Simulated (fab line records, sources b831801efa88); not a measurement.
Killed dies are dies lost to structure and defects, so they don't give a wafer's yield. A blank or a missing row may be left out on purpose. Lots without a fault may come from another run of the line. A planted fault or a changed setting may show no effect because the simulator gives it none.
A struck lot beside a sound one | flow sfq_line | 18 steps out of a route of 325
Sound: wafers L968.2, L968.4, L968.6. Struck: wafers L975.1, L975.3, L975.4. The cause comes at the end.
At each step with rows: each side's tool, then ch and its chambers, then its first start. Under that, the readings that differ: sound wafers | struck wafers | difference of the means | sigmas: that difference in standard deviations of wafers without a fault.
alike: readings whose means differ by less than 2 such deviations, and words and numbers that are the same on both sides. not compared: withheld readings, readings that some wafer has no value for, bounds like >300 that may hide the same value, and numbers for which the record gives no deviation and whose values overlap.
The two part at a step that has a row with sigmas, a row that says differs or no value, or rows on one side only. Numbers that don't overlap but have no deviation are shown without sigmas and don't part them. A reading that every wafer of one side lacks parts them only if that side has two wafers or more.

SFQ_TRILAYER_M6_BARC_OPEN_METAL_ETCH_206: etches BARC in O2, target depth 125 nm, time 41.7 s.
  sound on rie_metal-02 ch 0,1, day 59 03:19; struck on rie_metal-04 ch 0,1, day 72 22:14
  alike: drypump_motor_current_A, oes_product_au
  not compared: rf_hours_counter_h
then, 1 step without rows for these wafers: SFQ_TRILAYER_M6_ETCH_METAL_ETCH_162 (etches Nb in Cl2/Ar, stops on SiO2, target depth 240 nm, time 120 s).
SFQ_TRILAYER_M6_STRIP_STRIP_163: strips in O2.
  sound on rie_metal-02 ch 0,1, day 59 03:31; struck on rie_metal-04 ch 0,1, day 72 22:26
  alike: drypump_motor_current_A, oes_product_au
  not compared: rf_hours_counter_h
then, 1 step without rows for these wafers: SFQ_TRILAYER_M6_STRIP_SOLV_CLEAN_164 (cleans in NMP, time 600 s).
SFQ_TRILAYER_I6_DEP_PECVD_165: deposits SiO2 from SiH4/N2O, time 111.11 s, target thk 500 nm.
  sound on pecvd-03 ch 0,2, day 59 04:17; struck on pecvd-04 ch 0,2, day 72 23:14
  alike: heater_power_w, throttle_valve_pct
SFQ_TRILAYER_I6_CMP_CMP_166: polishes SiO2.
  sound on cmp-02 ch 1,2,3, day 60 07:53; struck on cmp-01 ch 0,1,3, day 73 07:34
  alike: motor_current_A, time_to_endpoint_s
SFQ_I6_BOW_MEAS_941:
  sound on film_metro-03, day 60 10:55; struck on film_metro-01, day 73 10:04
  alike: I6_BOW
SFQ_TRILAYER_I6_METRO_MEASURE_167:
  sound on film_metro-03, day 60 11:13; struck on film_metro-01, day 73 10:11
  alike: thk_nm
then, 4 steps without rows for these wafers: SFQ_TRILAYER_I6_VIA_LITHO_COAT_174 (resist thk 62 nm); SFQ_TRILAYER_I6_VIA_LITHO_COAT_169 (resist thk 650 nm); SFQ_TRILAYER_I6_VIA_LITHO_SOFTBAKE_173; SFQ_TRILAYER_I6_VIA_LITHO_EXPOSE_170 (exposes mask I6, target cd 700 nm).
SFQ_TRILAYER_I6_VIA_LITHO_PEB_172: peb time 60 s.
  sound on litho_track-04 ch 0, day 64 09:20; struck on litho_track-04 ch 0, day 73 13:41
  reading                  | sound                | struck               | difference | sigmas
  heater_power_total_W (W) | 79.17 79.00 79.23    | 80.14 79.92 80.14    | +0.93      | +14
  plate_temp_C (C)         | 115.23 115.31 115.32 | 115.90 116.03 115.69 | +0.59      | +4
then, 1 step without rows for these wafers: SFQ_TRILAYER_I6_VIA_LITHO_DEVELOP_171 (time 60 s).
SFQ_I6_OVL_MEAS_942:
  sound on overlay-02, day 64 09:37; struck on overlay-02, day 73 13:59
  alike: I6_OVL
SFQ_TRILAYER_I6_VIA_BARC_OPEN_VIA_ETCH_235: etches BARC in O2, target depth 125 nm, time 41.7 s.
  sound on rie_diel-01 ch 0,3, day 64 09:39; struck on rie_diel-02 ch 0,1,3, day 73 14:01
  reading             | sound             | struck          | difference | sigmas
  model.I6.cd_nm (nm) | 698.2 699.5 699.5 | 714.6 714.8 715 | +15.7      |
  alike: drypump_motor_current_A, oes_product_au
  not compared: rf_hours_counter_h
SFQ_TRILAYER_I6_VIA_ETCH_VIA_ETCH_172: etches SiO2 in CHF3, stops on Nb, target depth 260 nm.
  sound on rie_diel-01 ch 0,3, day 64 09:41; struck on rie_diel-02 ch 0,1,3, day 73 14:03
  reading             | sound             | struck            | difference | sigmas
  model.I6.cd_nm (nm) | 696.9 699.1 699.4 | 714.5 714.2 712.4 | +15.2      |
  alike: drypump_motor_current_A, oes_product_au
then, 1 step without rows for these wafers: SFQ_TRILAYER_I6_VIA_STRIP_STRIP_173 (strips in O2).

WHERE THEY PART
Only at SFQ_TRILAYER_I6_VIA_LITHO_PEB_172, within this record. Later steps at which nothing parts them and some readings are alike: SFQ_I6_OVL_MEAS_942, SFQ_TRILAYER_I6_VIA_BARC_OPEN_VIA_ETCH_235, SFQ_TRILAYER_I6_VIA_ETCH_VIA_ETCH_172.

WHY: what the simulator had put in
Process parameter drift: litho_track-04, from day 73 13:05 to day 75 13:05, at SFQ_TRILAYER_I6_VIA_LITHO_PEB_172. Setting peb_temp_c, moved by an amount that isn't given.
